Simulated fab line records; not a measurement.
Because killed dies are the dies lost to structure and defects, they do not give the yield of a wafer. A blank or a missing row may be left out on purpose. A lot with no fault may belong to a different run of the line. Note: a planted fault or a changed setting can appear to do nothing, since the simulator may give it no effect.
Chamber matching / flow gf180mcu / GF_V1_ETCH_16 on rie diel-04 has 4 sister chambers
The step etches BARC in N2/H2. 4 wafers are shown with their chamber, then 9 later ones without.

== WAFERS, EACH WITH ITS CHAMBER ==
wafer=L079.1; chamber=1; oes product au (a.u.)=0.849
wafer=L089.1; chamber=3; oes product au (a.u.)=0.861
wafer=L089.2; chamber=2; oes product au (a.u.)=0.855
wafer=L089.4; chamber=0; oes product au (a.u.)=0.859

== WAFERS WITHOUT THEIR CHAMBER ==
wafer=L091.1; oes product au (a.u.)=0.864
wafer=L091.4; oes product au (a.u.)=0.850
wafer=L091.6; oes product au (a.u.)=0.851
wafer=L096.3; oes product au (a.u.)=0.854
wafer=L096.4; oes product au (a.u.)=0.854
wafer=L096.6; oes product au (a.u.)=0.850
wafer=L097.2; oes product au (a.u.)=0.857
wafer=L097.3; oes product au (a.u.)=0.863
wafer=L097.4; oes product au (a.u.)=0.852

== THE CHAMBER EACH PASSED THROUGH ==
wafer=L091.1; from the rows above=can't be placed: 3 or 0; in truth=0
wafer=L091.4; from the rows above=1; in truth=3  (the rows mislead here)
wafer=L091.6; from the rows above=can't be placed: 1 or 2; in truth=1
wafer=L096.3; from the rows above=2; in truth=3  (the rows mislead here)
wafer=L096.4; from the rows above=2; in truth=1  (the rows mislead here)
wafer=L096.6; from the rows above=1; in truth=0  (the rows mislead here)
wafer=L097.2; from the rows above=can't be placed: 0 or 2 or 3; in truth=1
wafer=L097.3; from the rows above=can't be placed: 3 or 0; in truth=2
wafer=L097.4; from the rows above=can't be placed: 1 or 2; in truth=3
Correct placement for 0 of the 9. These rows do not allow placing 5 (true chamber among the candidates in 2). Wrongly placed: 4.
How it was worked out, from the rows above alone: a wafer's distance from a chamber is the root of the sum, over the readings, of the square of ((its reading less the chamber's mean) divided by the reading's scatter). If the next closest chamber is less than 2 further off than the closest, the wafer can't be placed; otherwise it belongs to the closest. A chamber's mean is the mean of its shown wafers. The scatter: with one shown wafer a chamber, the root of the mean of the squares of how far each hidden wafer lies from its nearest shown one.
